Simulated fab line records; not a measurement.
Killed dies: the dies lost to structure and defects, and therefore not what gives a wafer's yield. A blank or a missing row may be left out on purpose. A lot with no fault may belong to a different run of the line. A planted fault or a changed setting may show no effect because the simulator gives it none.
A struck lot beside a sound one | flow gf180mcu | 37 steps out of a route of 602
Sound: wafers L572.1, L572.2, L572.6. Wafers struck: L584.3, L584.4, L584.6. The cause is named last.
Each step with rows lists, per side, the tool, then ch with its chambers, then its first start. Under that, the readings that differ: sound wafers | struck wafers | difference of the means | sigmas: that difference in standard deviations of wafers without a fault.
alike: words and numbers the same on both sides, and readings whose means are apart by under 2 such deviations; not compared: readings that were withheld, readings missing a value for some wafer, numbers with overlapping values and no deviation given by the record, and bounds like >300 which may hide the same value.
A row with sigmas, a row that says differs or no value, or rows on one side alone: a step with any of these is where the two part. Numbers that don't overlap but have no deviation are shown without sigmas and don't part them. A reading that every wafer of one side lacks parts them only if that side has two wafers or more.

first, 2 steps without rows for these wafers: GF_M1_PEB_12 (peb time 90 s); GF_M1_DEVELOP_13 (develop time 60 s).
GF_M1_CD_MEAS_14: the cd target is 230 nm.
  struck on cdSem-01, day 23 02:01; sound on cdSem-02, day 18 11:54
  alike: cdNm
GF_M1_OVL_MEAS_15:
  struck on overlay-01, day 23 02:07; sound on overlay-02, day 18 12:01
  alike: M1_OVL
GF_M1_METAL_ETCH_16: etches the open film in Cl2/BCl3, stops on SiO2, target depth 750.8 nm, time 125.1 s.
  sound on rieMetal-03 ch 0,1, day 18 12:04; struck on rieMetal-03 ch 0,1, day 23 02:11
  alike: chamberPressureMTorr, drypumpMotorCurrentA, oesProductAu, throttleValvePct
  not compared: rfHoursCounterH
GF_M1_STRIP_17: strips in O2/N2.
  sound on plasmaAsher-04 ch 0,1, day 18 12:11; struck on plasmaAsher-04 ch 0,1, day 23 02:18
  alike: chamberPressureMTorr, drypumpMotorCurrentA, heaterPowerW, oesProductAu, stripTimeToEndpointS
  not compared: rfHoursCounterH
then, 3 steps without rows for these wafers: GF_M1_STRIP_18 (strips in post etch residue remover, time 1200 s); GF_M1_CLEAN_19 (cleans in DIW); GF_V1_CVD_00 (deposits SiO2, target thk 600 nm, time 100 s).
GF_V1_THK_MEAS_01:
  struck on filmMetro-03, day 23 02:56; sound on filmMetro-03, day 18 12:50
  alike: V1_CVD_00_THK
GF_V1_CVD_02: deposits SiO2 from TEOS, target thk 850 nm, time 94.851 s.
  sound on pecvd-03 ch 1,2, day 18 12:53; struck on pecvd-03 ch 0,1,2, day 23 02:59
  alike: heaterPowerW
GF_V1_THK_MEAS_03:
  struck on filmMetro-03, day 23 03:04; sound on filmMetro-02, day 18 12:57
  alike: V1_CVD_02_THK
GF_V1_CMP_04: polishes SiO2.
  sound on cmp-01 ch 1,3, day 18 13:04; struck on cmp-02 ch 2,3, day 23 03:07
reading                            | sound             | struck            | difference | sigmas
timeToEndpointS (s)                | 80 74 80          | 111 116 111       | +35        | +7
model.SiO2_of_V1_CVD_02.thkNm (nm) | 632.4 631.8 634.2 | 711.4 713.9 709.2 | +78.7      | 
  alike: edgeZonePressureFrac, motorCurrentA
GF_V1_BOW_MEAS_05:
  struck on filmMetro-04, day 23 03:27; sound on filmMetro-04, day 18 13:19
  alike: V1_BOW
then, 8 steps without rows for these wafers: GF_V1_DEHYDRATE_06 (time 60 s); GF_V1_HMDS_07 (prime time 60 s); GF_V1_COAT_08; GF_V1_COAT_09 (resist thk 1000 nm); GF_V1_SOFTBAKE_10 (time 60 s); GF_V1_EXPOSE_11 (exposes mask Via1, target cd 260 nm); GF_V1_PEB_12 (peb time 90 s); GF_V1_DEVELOP_13 (develop time 60 s).
GF_V1_CD_MEAS_14: the cd target is 260 nm.
  struck on cdSem-01, day 24 02:20; sound on cdSem-02, day 19 13:54
  alike: cdNm
GF_V1_OVL_MEAS_15:
  struck on overlay-02, day 24 02:25; sound on overlay-02, day 19 14:01
  alike: V1_OVL
then, 1 step without rows for these wafers: GF_V1_ETCH_16 (etches BARC in N2/H2).
GF_V1_ETCH_17: etches SiO2 in C4F8/O2/Ar, stops on TiN, target depth 630 nm.
  sound: rieDiel-04 ch 1,3; struck: rieDiel-01 ch 0,1,2
reading                      | sound             | struck            | difference | sigmas
oesProductAu (a.u.)          | 0.857 0.856 0.859 | 0.920 0.917 0.917 | +0.061     | +13
model.V1.featureDepthNm (nm) | 632.4 631.8 634.2 | 711.4 713.9 709.2 | +78.7      | 
model.etch.depthNm (nm)      | 632.4 631.8 634.2 | 711.4 713.9 709.2 | +78.7      | 
  alike: chamberPressureMTorr
then, 3 steps without rows for these wafers: GF_V1_STRIP_18 (strips in O2/N2); GF_V1_STRIP_19 (strips in post etch residue remover, time 1200 s); GF_V1_CLEAN_20 (cleans in DIW).
GF_V1_SPUTTER_21: material Ti, target thk 15 nm, time 80.02 s.
  struck on pvdSputter-03, day 24 03:07; sound on pvdSputter-04, day 19 14:43
  alike: throttleValvePct
then, 1 step without rows for these wafers: GF_V1_SPUTTER_22 (material TiN, target thk 10 nm, time 40 s).
GF_V1_CVD_23: deposits W, target thk 350 nm, time 105.05 s.
  sound on cvdW-02 ch 0,1, day 19 14:49; struck on cvdW-02 ch 0,1, day 24 03:15
  alike: heaterPowerW
GF_V1_RS_MEAS_24: measurement is done with a four-point probe.
  struck on filmMetro-04, day 24 03:22; sound on filmMetro-03, day 19 14:56
  alike: V1_W_RS
GF_V1_THK_MEAS_25: measures by xrf.
  struck on filmMetro-04, day 24 03:28; sound on filmMetro-03, day 19 15:03
  alike: V1_W_THK
GF_V1_CMP_26: polishes, stops on SiO2, t overpolish 15 s, target thk 0 nm.
  sound on cmp-02 ch 1,2, day 19 15:07; struck on cmp-01 ch 1,2,3, day 24 03:30
reading                            | sound             | struck            | difference | sigmas
model.SiO2_of_V1_CVD_02.thkNm (nm) | 628.6 628.1 630.4 | 707.6 710.1 705.4 | +78.7      | 
  alike: edgeZonePressureFrac, motorCurrentA
then, 1 step without rows for these wafers: GF_M2_SPUTTER_00 (material Ti, target thk 37.5 nm, time 150 s).
GF_PASSIVATION_PROBE_99:
  the record holds rows for the sound wafers here (prober-01, day 30 01:20) but none for the struck ones

== WHERE THEY PART ==
Earliest at GF_V1_CMP_04; latest, in this record, at GF_PASSIVATION_PROBE_99.

WHY: whatever the simulator had introduced
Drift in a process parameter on cmp-02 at GF_V1_CMP_04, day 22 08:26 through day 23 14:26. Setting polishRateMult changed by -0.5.
